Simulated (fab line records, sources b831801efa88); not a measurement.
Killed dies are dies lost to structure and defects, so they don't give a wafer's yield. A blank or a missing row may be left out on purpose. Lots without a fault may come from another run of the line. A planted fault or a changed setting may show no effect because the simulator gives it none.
Problem report in the 8D (eight disciplines) form, filled by code | flow gf180mcu | the parts of the form that need people (team, actions taken, sign-off) are left out

1. THE PROBLEM
NSD_RS at GF_PSD_RS_MEAS_14 reads a mean of 44.72 ohm/sq on 6 wafers of 2 lots; wafers without a fault read 46.54 ohm/sq with a standard deviation of 0.089. That is -20 standard deviations from the usual mean.
The step: measures by four-point-probe.
First seen on wafer L731.1, day 17 18:16, on film_metro-04. The record holds 36 wafers of 12 lots with a number at this step. Rule for "out", or "out of limits": more than 4 standard deviations from the usual mean. The other wafers with a number count as sound.

2. WHAT IT IS AND WHAT IT IS NOT
question                    | is                           | is not
which readings at this step | NSD_RS                       | -
which lots                  | L731, L734                   | L722, L723, L724, L733, L737, L739, L741, L742, L743, L744
which wafers of those lots  | all that have a number       | -
read on which gauges        | film_metro-01, film_metro-04 | film_metro-02
when                        | from day 17 18:16            | up to then (9 sound wafers); but 21 sound wafers of L733, L737, L739, L741, L742, L743, L744 came after

3. SUSPECTS, AND WHAT RULES EACH OUT
Counting: a tool at a process step up to the reading stays a suspect if it ran every lot that is out and no sound lot after the first of them.
- the gauge at GF_PSD_RS_MEAS_14: ruled out. The wafers that are out were read on 2 gauges (film_metro-01, film_metro-04).
- implanter-04 at GF_NSD_IMPLANT_09: ruled out as a lasting fault. Sound lots L743 ran on it after its first lot that is out, L731 (day 16 18:39).
Left after counting: nothing in the record.

4. THE CAUSE (what the simulator had put in)
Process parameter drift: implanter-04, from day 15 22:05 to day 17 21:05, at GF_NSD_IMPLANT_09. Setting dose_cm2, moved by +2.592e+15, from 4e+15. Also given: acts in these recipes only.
Counting ruled it out, wrongly: the rule takes a fault to strike every lot that its tool runs from its start on, and this one did not.

5. THE CHAIN OF EFFECTS, in route order
Each row: a reading whose mean over the struck wafers that have a number lies more than 3 standard deviations from the usual. Only readings for which the record gives a usual standard deviation are gone through. hours: the time from each lot's start at the first step in this table that gives one to its start at this step, as a median over the lots. sigmas: the change in usual standard deviations.
hours | step              | reading                  | usual        | on struck wafers | change | sigmas
0     | GF_NSD_IMPLANT_09 | beam_on_s                | 18.2 s       | 28.3             | +10.1  | +8.4
0     | GF_NSD_IMPLANT_09 | dose_ions_cm2            | 4e+15        | 7e+15            | +3e+15 | +99 or more
0     | GF_NSD_STRIP_11   | strip_time_to_endpoint_s | 22.94 s      | 23.94            | +1.00  | +27
24    | GF_PSD_RS_MEAS_14 | NSD_RS                   | 46.54 ohm/sq | 44.72            | -1.82  | -20
The process steps in it:
- GF_NSD_IMPLANT_09
- GF_NSD_STRIP_11: strips in O2/N2.
Later measuring or inspecting steps at which every struck wafer that the step has a row for has a number for every such reading, and none has moved that far: GF_M3_OVL_MEAS_15.

6. WHAT WOULD HAVE CAUGHT IT SOONER
In this record the first reading out of limits at a measuring or inspecting step was taken at day 17 18:16, 44 hours after the fault began at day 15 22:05.
The tool's own readings at GF_NSD_IMPLANT_09 were out on every struck wafer that the step has a row for (beam_on_s, dose_ions_cm2): an alarm limit on them would have fired on the first of those.
